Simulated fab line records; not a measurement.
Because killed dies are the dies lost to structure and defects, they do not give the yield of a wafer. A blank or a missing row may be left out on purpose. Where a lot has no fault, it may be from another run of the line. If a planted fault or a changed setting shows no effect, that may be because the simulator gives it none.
Matching of chambers	flow sky130	rie-diel-03 running SKY_VIA1_ETCH_15: 4 sister chambers
The step etches SiO2 in C4F8/O2/Ar, stops on TiN, target depth 351 nm, time 54 s. 17 wafers are shown with their chamber, then 8 later ones without.

## EACH WAFER AND ITS CHAMBER
wafer	chamber	rf-fwd-power-W (W)	oes-product-au (a.u.)
L212.1	2	1490	0.990
L212.3	1	1486	0.984
L212.6	0	1484	0.983
L213.2	2	1493	0.984
L213.4	1	1494	0.986
L213.5	2	1493	0.983
L217.1	2	1485	0.978
L217.2	3	1487	0.984
L217.3	0	1496	0.982
L223.5	0	1490	0.985
L226.1	1	1495	0.990
L226.2	0	1496	0.995
L226.3	2	1496	0.982
L228.1	2	1479	0.979
L228.5	0	1493	0.985
L228.6	1	1495	0.986
L229.2	1	1494	0.979

SIGNATURES (averages over the wafers above)
reading	chamber 0	chamber 1	chamber 2	chamber 3	scatter within a chamber
rf-fwd-power-W	1491.80	1492.80	1489.33	1487.00	5.24
oes-product-au	0.98600	0.98500	0.98267	0.98400	0.0045
Rule: a wafer's distance from a chamber is the root of the sum, over the readings, of the square of ((its reading less the chamber's mean) divided by the reading's scatter). If the next closest chamber is less than 2 further off than the closest, the wafer can't be placed; otherwise it belongs to the closest. The scatter is the square root of a quotient: the sum, over the shown wafers, of each reading's squared deviation from its chamber's mean, divided by wafers minus chambers.

## WAFERS WITH NO CHAMBER GIVEN
wafer	rf-fwd-power-W (W)	oes-product-au (a.u.)
L229.4	1484	0.984
L229.5	1492	0.992
L230.1	1481	0.987
L230.2	1477	0.981
L230.6	1480	0.971
L233.1	1486	0.978
L233.2	1486	0.990
L233.4	1490	0.985

## WHICH CHAMBER EACH WENT THROUGH
wafer	from the rows above	in truth
L229.4	can't be placed: 3 or 2 or 0 or 1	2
L229.5	can't be placed: 0 or 1 or 3 or 2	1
L230.1	can't be placed: 3 or 2 or 0 or 1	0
L230.2	can't be placed: 3 or 2 or 0 or 1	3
L230.6	can't be placed: 2 or 3 or 1 or 0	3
L233.1	can't be placed: 2 or 3 or 1 or 0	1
L233.2	can't be placed: 3 or 0 or 1 or 2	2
L233.4	can't be placed: 0 or 2 or 1 or 3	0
0 of 8 placed correctly. These rows do not allow placing 8 (true chamber among the candidates in 8). Wrongly placed: 0.
